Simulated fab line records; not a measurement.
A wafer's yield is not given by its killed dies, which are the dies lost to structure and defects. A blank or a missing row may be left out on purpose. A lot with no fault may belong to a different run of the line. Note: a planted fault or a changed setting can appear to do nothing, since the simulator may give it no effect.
The same fault as seen by 2 desks ; flow gf180mcu ; numbers are kept per desk, each desk with only its own; the story behind them comes last

TOOL OWNER'S DESK, pvd-sputter-02
The tool's own readings at GF_TOP_METAL_SPUTTER_02 (material AlCu, target thk 900 nm, time 47.82 s): means of the sampled wafers that have a number, for each lot that ran on this tool. A lot is out of limits, marked OUT, if its mean lies more than 4 standard deviations from the usual mean; the brackets give that distance.
Columns: A = cathode-dc-power-W at GF_TOP_METAL_SPUTTER_02, usual 10600 W; B = throttle-valve-pct at GF_TOP_METAL_SPUTTER_02, usual 30.1 %
lot;first seen here;A;B
L403;day 27 06:56;10600;30.0
L411;day 29 22:21;6390 (-99 or more) OUT;30.4
L413;day 30 07:36;6389 (-99 or more) OUT;29.4
L426;day 33 17:19;10602;30.4
This desk's finding: out of limits on L411, L413; first on L411, day 29 22:21 (cathode-dc-power-W at GF_TOP_METAL_SPUTTER_02). L403, L426 stayed within limits.

METROLOGY DESK
What the gauges read, lot by lot, whatever tool the lot ran on: means of the sampled wafers that have a number. A lot is out of limits, marked OUT, if its mean lies more than 4 standard deviations from the usual mean; the brackets give that distance.
Columns: A = TOP_METAL_ALCU_RS at GF_TOP_METAL_RS_MEAS_05, usual 0.03277 ohm/sq; B = TOP_METAL_ALCU_THK at GF_TOP_METAL_THK_MEAS_06, usual 901 nm
lot;first seen here;A;B
L403;day 27 07:02;0.03265;903
L405;day 27 21:43;0.03309;891
L411;day 29 22:26;0.05524 (+77) OUT;535 (-40) OUT
L413;day 30 07:41;0.05473 (+76) OUT;544 (-39) OUT
L418;day 31 20:53;0.03268;902
L419;day 31 22:50;0.03233;922
L420;day 31 23:50;0.03278;901
L421;day 32 08:25;0.03271;900
L422;day 32 10:29;0.03294;898
L423;day 32 16:15;0.03285;894
L426;day 33 17:26;0.03273;896
Per this desk, out of limits: L411, L413; the first was L411, day 29 22:26 (TOP_METAL_ALCU_RS at GF_TOP_METAL_RS_MEAS_05). L403, L405, L418, L419, L420, L421, L422, L423, L426 stayed within limits.

BROUGHT TOGETHER
The tool owner's desk had the chance to raise an alarm at day 29 22:21 on L411, L413.
The metrology desk could have raised an alarm at day 29 22:26, on L411, L413.
Of the lots named, all ran GF_TOP_METAL_SPUTTER_02 on pvd-sputter-02.

WHAT HAD BEEN PUT IN BY THE SIMULATOR
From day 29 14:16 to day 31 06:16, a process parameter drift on pvd-sputter-02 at GF_TOP_METAL_SPUTTER_02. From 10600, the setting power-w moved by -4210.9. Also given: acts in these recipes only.
Lots struck among those shown: L411, L413.
Time in hours from fault onset to the first out-of-limits reading at each desk: tool owner's desk 8, metrology desk 8.
